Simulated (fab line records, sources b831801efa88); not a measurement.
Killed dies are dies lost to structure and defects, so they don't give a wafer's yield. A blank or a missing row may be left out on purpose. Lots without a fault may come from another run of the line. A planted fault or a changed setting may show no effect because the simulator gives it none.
A struck lot beside a sound one | flow sky130 | 15 steps out of a route of 708
Sound: wafers L262.2, L262.3, L262.4. Struck: wafers L271.1, L271.2, L271.4. The cause comes at the end.
At each step with rows: each side's tool, then ch and its chambers, then its first start. Under that, the readings that differ: sound wafers | struck wafers | difference of the means | sigmas: that difference in standard deviations of wafers without a fault.
alike: readings whose means differ by less than 2 such deviations, and words and numbers that are the same on both sides. not compared: withheld readings, readings that some wafer has no value for, bounds like >300 that may hide the same value, and numbers for which the record gives no deviation and whose values overlap.
The two part at a step that has a row with sigmas, a row that says differs or no value, or rows on one side only. Numbers that don't overlap but have no deviation are shown without sigmas and don't part them. A reading that every wafer of one side lacks parts them only if that side has two wafers or more.

first, 4 steps without rows for these wafers: SKY_LDD_P_SOFTBAKE_03 (time 60 s); SKY_LDD_P_EXPOSE_04 (exposes mask PSDM, target cd 380 nm); SKY_LDD_P_PEB_05; SKY_LDD_P_DEVELOP_06 (develop time 60 s).
SKY_LDD_P_CD_MEAS_07: target cd 380 nm.
  sound on cd_sem-01, day 19 16:41; struck on cd_sem-01, day 23 09:40
  alike: cd_nm
SKY_LDD_P_OVL_MEAS_08:
  sound on overlay-02, day 19 16:47; struck on overlay-02, day 23 09:47
  alike: LDD_P_OVL
then, 1 step without rows for these wafers: SKY_LDD_P_IMPLANT_09.
SKY_LDD_P_STRIP_10: strips in O2/N2.
  sound on plasma_asher-01 ch 0,1, day 19 16:58; struck on plasma_asher-03 ch 0,1, day 23 09:58
  alike: drypump_motor_current_A, oes_product_au, strip_time_to_endpoint_s
  not compared: rf_hours_counter_h
SKY_LDD_P_TW_MEAS_11:
  sound on film_metro-04, day 19 17:05; struck on film_metro-04, day 23 10:04
  alike: LDD_P_TW
then, 3 steps without rows for these wafers: SKY_LDD_HVN_DEHYDRATE_00 (time 60 s); SKY_LDD_HVN_HMDS_01 (prime time 60 s); SKY_LDD_HVN_COAT_02 (resist thk 300 nm).
SKY_LDD_HVN_SOFTBAKE_03: time 60 s.
  sound on litho_track-03 ch 0, day 20 08:23; struck on litho_track-03 ch 0, day 24 00:46
  reading                  | sound             | struck            | difference                    | sigmas
  heater_power_total_W (W) | 56.51 56.62 56.63 | 59.46 59.50 59.48 | +2.89                         | +76
  plate_temp_C (C)         | 89.89 90.14 89.84 | - - -             | no value on the struck wafers |
  run_length_s (s)         | 89.21 89.14 89.45 | 80.58 80.86 80.70 | -8.55                         | -50
then, 1 step without rows for these wafers: SKY_LDD_HVN_EXPOSE_04 (exposes mask HVNTM, target cd 700 nm).
-- the record jumps here: 25 days lie between the struck wafers' starts before and after (it left off in module LDD_HVN and takes up again in module PAD_OPEN, whose first step shown is number 708 of the route) --
SKY_PAD_OPEN_PROBE_99:
  the record has rows for the struck wafers here (prober-01, day 48 16:34) and none for the sound ones

WHERE THEY PART
First at SKY_LDD_HVN_SOFTBAKE_03; last, within this record, at SKY_PAD_OPEN_PROBE_99.

WHY: what the simulator had put in
Process parameter drift: litho_track-03, from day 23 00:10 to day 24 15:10, at SKY_LDD_HVN_SOFTBAKE_03. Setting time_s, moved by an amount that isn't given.
